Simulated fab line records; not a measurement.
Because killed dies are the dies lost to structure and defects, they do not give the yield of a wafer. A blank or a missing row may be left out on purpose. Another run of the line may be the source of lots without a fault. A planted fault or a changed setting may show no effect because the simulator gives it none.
Matching of chambers | flow gf180mcu | GF_CONTACT_CMP_04 on cmp-01 has 4 sister chambers
The step polishes SiO2. 16 wafers are shown with their chamber, then 8 later ones without.

== EACH WAFER AND ITS CHAMBER ==
wafer  | chamber | motor-current-A (A) | time-to-endpoint-s (s)
L637.1 | 1       | 11.6                | 111
L637.2 | 2       | 12.1                | 106
L637.3 | 0       | 12.1                | 113
L641.1 | 3       | 10.4                | 109
L641.3 | 0       | 12.6                | 108
L641.6 | 0       | 11.9                | 110
L643.4 | 0       | 12.0                | 116
L643.5 | 1       | 11.6                | 115
L643.6 | 0       | 12.3                | 114
L644.2 | 3       | 9.6                 | 113
L644.3 | 0       | 12.2                | 115
L644.4 | 1       | 11.3                | 118
L654.1 | 3       | 10.0                | 112
L654.4 | 1       | 11.6                | 110
L654.5 | 3       | 10.4                | 116
L656.2 | 0       | 12.5                | 111

SIGNATURES, as means of the wafers listed above
reading            | chamber 0 | chamber 1 | chamber 2 | chamber 3 | scatter within a chamber
motor-current-A    | 12.229    | 11.525    | 12.100    | 10.100    | 0.274
time-to-endpoint-s | 112.43    | 113.50    | 106.00    | 112.50    | 3.11
Rule: distance of a wafer from a chamber = root of the sum over the readings of ((wafer's reading minus chamber's mean) / reading's scatter) squared. The wafer belongs to the nearest chamber; if the next one is less than 2 further off, it can't be placed. The scatter is the square root of a quotient: the sum, over the shown wafers, of each reading's squared deviation from its chamber's mean, divided by wafers minus chambers.

== WAFERS MISSING THEIR CHAMBER ==
wafer  | motor-current-A (A) | time-to-endpoint-s (s)
L656.4 | 10.0                | 114
L656.5 | 10.8                | 118
L659.1 | 11.3                | 109
L659.4 | 12.7                | 108
L659.6 | 12.1                | 107
L660.4 | 11.9                | 117
L660.5 | 11.7                | 111
L660.6 | 11.2                | 110

== WHICH CHAMBER EACH WENT THROUGH ==
wafer  | from the rows above          | in truth
L656.4 | 3                            | 3
L656.5 | can't be placed: 1 or 3      | 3
L659.1 | can't be placed: 1 or 2 or 0 | 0
L659.4 | can't be placed: 0 or 2      | 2
L659.6 | can't be placed: 2 or 0      | 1
L660.4 | can't be placed: 1 or 0 or 2 | 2
L660.5 | can't be placed: 1 or 0 or 2 | 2
L660.6 | can't be placed: 1 or 2      | 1
Correctly placed: 1 of 8. Not placeable from these rows: 7 (in 6, the candidates include the true chamber). 0 placed wrongly.
